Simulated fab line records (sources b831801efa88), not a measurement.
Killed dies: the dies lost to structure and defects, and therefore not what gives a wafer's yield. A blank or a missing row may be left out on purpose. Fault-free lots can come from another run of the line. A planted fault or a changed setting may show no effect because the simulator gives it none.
A struck lot beside a sound one ; flow sky130 ; 14 steps out of a route of 708
Sound: these wafers, L453.1, L453.4, L453.5. The struck wafers were L473.1, L473.2, L473.6. The cause is named last.
At each step with rows: each side's tool, then ch and its chambers, then its first start. Under that, the readings that differ: sound wafers ; struck wafers ; difference of the means ; sigmas: that difference in standard deviations of wafers without a fault.
alike: readings with means less than 2 such deviations apart, plus words and numbers identical on both sides. not compared: withheld readings, readings lacking a value on some wafer, bounds such as >300 that could conceal the same value, and numbers that have no deviation in the record and whose values overlap.
A row with sigmas, a row that says differs or no value, or rows on one side alone: a step with any of these is where the two part. Non-overlapping numbers with no deviation appear without sigmas and do not part them. A reading that every wafer of one side lacks parts them only if that side has two wafers or more.

first, 3 steps without rows for these wafers: SKY_VT_ADJUST_HVTP_EXPOSE_04 (exposes mask HVTPM, target cd 380 nm); SKY_VT_ADJUST_HVTP_PEB_05; SKY_VT_ADJUST_HVTP_DEVELOP_06 (develop time 60 s).
SKY_VT_ADJUST_HVTP_CD_MEAS_07: the cd target is 380 nm.
  sound on cd-sem-02 at day 6 04:28; struck on cd-sem-01 at day 11 14:19
  alike: cd-nm
SKY_VT_ADJUST_HVTP_OVL_MEAS_08:
  sound on overlay-01 at day 6 04:35; struck on overlay-01 at day 11 14:26
  alike: VT_ADJUST_HVTP_OVL
after that, 1 step had no rows for these wafers: SKY_VT_ADJUST_HVTP_IMPLANT_09.
SKY_VT_ADJUST_HVTP_STRIP_10: strips in O2/N2.
  sound on plasma-asher-04 ch 0, day 6 04:46; struck on plasma-asher-02 ch 0,1, day 11 14:37
  alike: drypump-motor-current-A, oes-product-au, strip-time-to-endpoint-s
  not compared: rf-hours-counter-h
SKY_VT_ADJUST_HVTP_TW_MEAS_11:
  sound on film-metro-03 at day 6 04:52; struck on film-metro-02 at day 11 14:43
reading;sound;struck;difference;sigmas
VT_ADJUST_HVTP_TW;1337 1336 1340;1360 1357 1361;+22;+2
then, 4 steps without rows for these wafers: SKY_VT_ADJUST_LVTN_DEHYDRATE_00 (time 60 s); SKY_VT_ADJUST_LVTN_HMDS_01 (prime time 60 s); SKY_VT_ADJUST_LVTN_COAT_02 (resist thk 3000 nm); SKY_VT_ADJUST_LVTN_SOFTBAKE_03.
SKY_VT_ADJUST_LVTN_EXPOSE_04: exposes mask NWM COMPLEMENT LESS NATIVE, target cd 840 nm.
  sound on iline-stepper-01 ch 0, day 6 14:08; struck on iline-stepper-02, day 12 03:20
  no value came back on the struck wafers for exposure-dose-mJ-cm2, focus-offset-nm (nm), reticle-temp-C (C); on the sound wafers exposure-dose-mJ-cm2 reads 193.86 194.02 193.85
  alike: mask
after that, 1 step had no rows for these wafers: SKY_VT_ADJUST_LVTN_PEB_05.

## WHERE THEY PART
Earliest at SKY_VT_ADJUST_HVTP_TW_MEAS_11; latest, in this record, at SKY_VT_ADJUST_LVTN_EXPOSE_04.

WHY: whatever the simulator had introduced
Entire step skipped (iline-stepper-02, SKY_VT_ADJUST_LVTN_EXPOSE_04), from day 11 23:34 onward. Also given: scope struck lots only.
